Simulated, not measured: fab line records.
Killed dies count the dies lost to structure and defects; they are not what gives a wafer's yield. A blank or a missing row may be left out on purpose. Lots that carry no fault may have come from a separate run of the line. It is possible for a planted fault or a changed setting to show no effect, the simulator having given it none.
fab line records | flow sfq_line | part 2 of 2: steps 26 to 37 of 37
[record] lots = 5 wafers = 15 last_day = 86
route steps=325 shown M1@60 I1@73 M2@88
lots untouched by any fault: they come from a run of this same line in which no faults occurred
start_h: hours from the record's opening day to when the first of the lot's shown wafers began | wait_h: how many hours have passed since the lot's step before this one | " unchanged from the row above | L1.1+2: a row that stands for several wafers | - no value present, or no start provided | * or withheld: withheld | < > ~ a bound
route shown NAME@n: NAME is a module with steps in the file, n the number in the route of the first one | usual: mean/standard deviation of fault-free wafers | same: alike in all rows | chamber/n: place in a boat | sites: the reading at each site | _std_site: the standard deviation of these | _edge_site: outer sites' mean less inner sites' | radius_mm: how far each site lies from the wafer's centre | mask NAME#n: copy n | behind: tool/chamber where the wafer was last shaped | hold: why the lot was held/for how many hours/how that ended | device: the transistor (n, p or np) that didn't switch | end of line: tests of these same wafers at the route's end | a step without rows: its recipe alone | killed: dies lost to structure and defects at the first sort, not the wafer's yield | map: a wafer's dies, x killed, . not, _ none there
set.NAME: the setting that was run; set.NAME@STEP: the one run at that earlier step | model.NAME: the simulator's own value behind a step, which no gauge read
lots seen at some steps along the route; tables by step, rows by wafer
services: when a tool's chamber went out of use (start_h, in hours from the record's first day, below 0 if earlier), for how many hours, and the reason
[[steps]]
[step SFQ_TRILAYER_I1_VIA_STRIP_STRIP_053]
[recipe] gas = O2 power_w = 200 platen_temp_c = 40 overash_fraction = 0.65 chemistry = O2 pressure_mtorr = 50
[usual] drypump_motor_current_A = 5.6/0.41 oes_product_au = 0.999/0.0073
// columns lot.wafer tool chamber start_h wait_h drypump_motor_current_A oes_product_au rf_hours_counter_h
L075.2 rie_metal-03 1 394.63 - 6.4 1.003 28
L075.4 " 0 " " 5.1 0.984 -
L075.5 " 1 " " 6.4 1.001 -
L079.1 rie_metal-01 0 437.38 - 5.3 0.997 129
L079.2 " 1 " " 5.4 0.995 69
L079.5 " 0 " " 5.4 0.995 -
L089.2 rie_metal-01 0 505.03 - 5.3 1.010 143
L089.4 " 0 " " 5.3 0.996 -
L089.6 " 1 " " 5.4 1.007 -
L092.1 rie_metal-03 1 525.43 - 6.4 0.995 46
L092.3 " 1 " " 6.4 0.993 -
L092.4 " 0 " " 5.1 0.994 -
L095.2 rie_metal-03 1 535.03 - 6.4 1.002 47
L095.4 " 1 " " 6.4 0.999 -
L095.5 " 0 " " 5.1 0.997 -
[step SFQ_TRILAYER_I1_VIA_STRIP_SOLV_CLEAN_054]
[recipe] chemistry = NMP temp_c = 70 time_s = 600
// columns lot.wafer tool chamber start_h wait_h
L075.2+4+5 wet_bench-01 6,2,3 395.23 0.4
L079.1+2+5 wet_bench-01 3,4,1 437.98 0.4
L089.2+4+6 wet_bench-03 0,1,4 505.63 0.4
L092.1+3+4 wet_bench-01 3,5,4 526.03 0.4
L095.2+4+5 wet_bench-01 3,6,0 535.63 0.4
[step SFQ_TRILAYER_M2_DEP_PRE_CLEAN_056]
[recipe] gas = Ar time_s = 22.5 bias_v = 250
// columns lot.wafer tool chamber start_h wait_h
L075.2+4+5 pvd_sputter-05 - 395.42 0.0
L079.1+2+5 pvd_sputter-03 - 438.16 0.0
L089.2+4+6 pvd_sputter-03 - 505.80 0.0
L092.1+3+4 pvd_sputter-04 - 526.20 0.0
L095.2+4+5 pvd_sputter-04 - 535.80 0.0
[step SFQ_TRILAYER_M2_DEP_SPUTTER_055]
[recipe] material = Nb base_pressure_pa = 1.33e-06 chamber_pressure_pa = 0.1333 substrate_temp_c = 20 resputter_cathode_voltage_v = 400 target_thk_nm = 200 power_w = 2000 time_s = 133.3
[usual] throttle_valve_pct = 29.6/1.1
// columns lot.wafer tool chamber start_h wait_h throttle_valve_pct
L075.2 pvd_sputter-05 - 395.45 0.0 31.1
L075.4 " - " " 30.6
L075.5 " - " " 29.6
L079.1 pvd_sputter-03 - 438.19 0.0 29.0
L079.2 " - " " 30.1
L079.5 " - " " 31.7
L089.2 pvd_sputter-03 - 505.83 0.0 30.5
L089.4 " - " " 31.8
L089.6 " - " " 31.8
L092.1 pvd_sputter-04 - 526.23 0.0 28.8
L092.3 " - " " 29.4
L092.4 " - " " 30.5
L095.2 pvd_sputter-04 - 535.83 0.0 29.2
L095.4 " - " " 30.4
L095.5 " - " " 30.4
[step SFQ_M2_RS_MEAS_914]
[recipe] thk_meas_gauge = four-point-probe reads = Nb_of_TRILAYER_M2_DEP_SPUTTER_055
[usual] M2_NB_RS = 0.893/0.0071
// columns lot.wafer tool chamber start_h wait_h M2_NB_RS[ohm/sq]
L075.2 film_metro-04 - 395.56 0.1 0.888
L075.4 " - " " 0.892
L075.5 " - " " 0.891
L079.1 film_metro-01 - 438.28 0.0 0.889
L079.2 " - " " 0.885
L079.5 " - " " 0.884
L089.2 film_metro-03 - 505.94 0.1 0.887
L089.4 " - " " 0.902
L089.6 " - " " 0.897
L092.1 film_metro-03 - 526.32 0.0 0.896
L092.3 " - " " 0.895
L092.4 " - " " 0.898
L095.2 film_metro-01 - 535.94 0.1 0.901
L095.4 " - " " 0.897
L095.5 " - " " 0.893
[step SFQ_TRILAYER_M2_LITHO_COAT_062]
[recipe] resist = BARC spin_rpm = 3000 resist_thk_nm = 62
[usual] dispense_pressure_kPa = 48/4.8 spin_speed_rpm = 3000.0/2.1
// columns lot.wafer tool chamber start_h wait_h dispense_pressure_kPa spin_speed_rpm
L075.2 litho_track-01 0 395.77 0.1 56 2995.9
L075.4 " 0 " " 55 3001.1
L075.5 " 0 " " 55 3000.5
L079.1 litho_track-04 0 438.46 0.1 45 2999.6
L079.2 " 0 " " 45 2999.7
L079.5 " 0 " " 45 3001.3
L089.2 litho_track-01 0 506.15 0.1 56 2999.7
L089.4 " 0 " " 56 3002.2
L089.6 " 0 " " 55 3002.2
L092.1 litho_track-04 0 526.50 0.1 45 2999.0
L092.3 " 0 " " 45 3000.4
L092.4 " 0 " " 45 3003.1
L095.2 litho_track-04 0 536.15 0.1 45 2997.2
L095.4 " 0 " " 45 3000.0
L095.5 " 0 " " 45 3002.1
[step SFQ_TRILAYER_M2_LITHO_COAT_057]
[recipe] resist = KrF spin_rpm = 3000 resist_thk_nm = 600
[usual] dispense_pressure_kPa = 48/4.8 spin_speed_rpm = 2999.7/2.2
// columns lot.wafer tool chamber start_h wait_h dispense_pressure_kPa spin_speed_rpm
L075.2 litho_track-01 0 396.07 0.2 55 3000.9
L075.4 " 0 " " 55 2994.9
L075.5 " 0 " " 56 3001.8
L079.1 litho_track-04 0 438.76 0.2 45 3000.5
L079.2 " 0 " " 45 3000.3
L079.5 " 0 " " 45 3003.0
L089.2 litho_track-01 0 506.45 0.2 55 3005.0
L089.4 " 0 " " 56 2997.4
L089.6 " 0 " " 56 2999.0
L092.1 litho_track-04 0 526.80 0.2 45 3000.9
L092.3 " 0 " " 45 3000.3
L092.4 " 0 " " 45 2999.6
L095.2 litho_track-04 0 536.45 0.2 45 2999.2
L095.4 " 0 " " 45 2997.7
L095.5 " 0 " " 45 2999.5
[step SFQ_TRILAYER_M2_LITHO_SOFTBAKE_061]
[recipe] temp_c = withheld time_s = withheld resist = KrF
// columns lot.wafer tool chamber start_h wait_h
L075.2+4+5 litho_track-01 0 396.35 0.2
L079.1+2+5 litho_track-04 0 439.06 0.2
L089.2+4+6 litho_track-01 0 506.73 0.2
L092.1+3+4 litho_track-04 0 527.10 0.2
L095.2+4+5 litho_track-04 0 536.73 0.2
[step SFQ_TRILAYER_M2_LITHO_EXPOSE_058]
[recipe] mask_id = M2 na = 0.6 source_shape = conventional sigma_outer = 0.65 target_cd_nm = 500 dose_mj = 14.4
[usual] focus_offset_nm = -0.1/0.48
// columns lot.wafer tool chamber start_h wait_h mask focus_offset_nm
L075.2 krf_scanner-01 0 523.58 - M2#0 -0.7
L075.4 " 0 " " M2#0 -0.3
L075.5 " 0 " " M2#0 -0.2
L079.1 krf_scanner-01 0 566.58 - M2#0 -0.3
L079.2 " 0 " " M2#0 0.5
L079.5 " 0 " " M2#0 0.1
L089.2 krf_scanner-01 0 582.38 - M2#0 -1.1
L089.4 " 0 " " M2#0 0.2
L089.6 " 0 " " M2#0 -0.9
L092.1 krf_scanner-01 0 585.78 - M2#0 -0.2
L092.3 " 0 " " M2#0 0.2
L092.4 " 0 " " M2#0 -0.1
L095.2 krf_scanner-01 0 589.58 - M2#0 -0.9
L095.4 " 0 " " M2#0 -0.5
L095.5 " 0 " " M2#0 -0.9
[step SFQ_TRILAYER_M2_LITHO_PEB_060]
[recipe] peb_temp_c = 115 peb_time_s = 60 resist = KrF
// columns lot.wafer tool chamber start_h wait_h
L075.2+4+5 litho_track-02 0 524.61 0.8
L079.1+2+5 litho_track-01 0 567.78 1.0
L089.2+4+6 litho_track-01 0 583.41 0.8
L092.1+3+4 litho_track-02 0 586.98 1.0
L095.2+4+5 litho_track-01 0 590.61 0.8
[step SFQ_TRILAYER_M2_LITHO_DEVELOP_059]
[recipe] time_s = 60 resist = KrF
// columns lot.wafer tool chamber start_h wait_h
L075.2+4+5 litho_track-02 0 524.76 0.1
L079.1+2+5 litho_track-01 0 567.93 0.1
L089.2+4+6 litho_track-01 0 583.56 0.1
L092.1+3+4 litho_track-02 0 587.13 0.1
L095.2+4+5 litho_track-01 0 590.76 0.1
[step SFQ_M2_OVL_MEAS_916]
[usual] M2_OVL = -4/6.3
// columns lot.wafer tool chamber start_h wait_h M2_OVL[nm]
L075.2 overlay-01 - 524.89 0.1 -1
L075.4 " - " " -4
L075.5 " - " " -8
L079.1 overlay-02 - 568.08 0.1 -12
L079.2 " - " " -1
L079.5 " - " " -10
L089.2 overlay-02 - 583.69 0.1 -9
L089.4 " - " " -13
L089.6 " - " " -11
L092.1 overlay-02 - 587.28 0.1 2
L092.3 " - " " -1
L092.4 " - " " -7
L095.2 overlay-02 - 590.89 0.1 -6
L095.4 " - " " -4
L095.5 " - " " -2
[[services]]
// columns tool chamber start_h hours kind
krf_scanner-02 - 238.77 0.8 pm
rie_metal-02 - 254.97 2.8 pm
rie_diel-01 2 275.26 24.4 repair
rie_diel-01 0 293.62 14.6 repair
krf_scanner-02 - 294.72 0.8 pm
krf_scanner-02 - 301.47 1.3 pm
rie_metal-01 0 303.92 1.1 repair
krf_scanner-01 - 316.44 1.3 pm
krf_scanner-01 - 326.14 0.8 pm
rie_metal-02 1 332.00 11.1 repair
krf_scanner-01 - 342.49 1.0 pm
rie_metal-02 0 345.60 3.7 repair
rie_metal-01 - 354.57 0.5 repair
rie_diel-01 0 363.71 10.3 repair
krf_scanner-01 - 407.91 6.1 repair
rie_metal-01 - 436.29 0.4 repair
krf_scanner-01 - 445.18 0.8 pm
rie_metal-01 - 484.38 0.6 repair
krf_scanner-01 - 492.73 1.3 pm
rie_diel-01 1 497.09 33.0 repair
rie_metal-01 1 509.90 7.3 repair
krf_scanner-01 - 510.38 1.0 pm
rie_diel-01 2 554.11 8.6 repair
rie_diel-01 - 584.68 2.8 pm
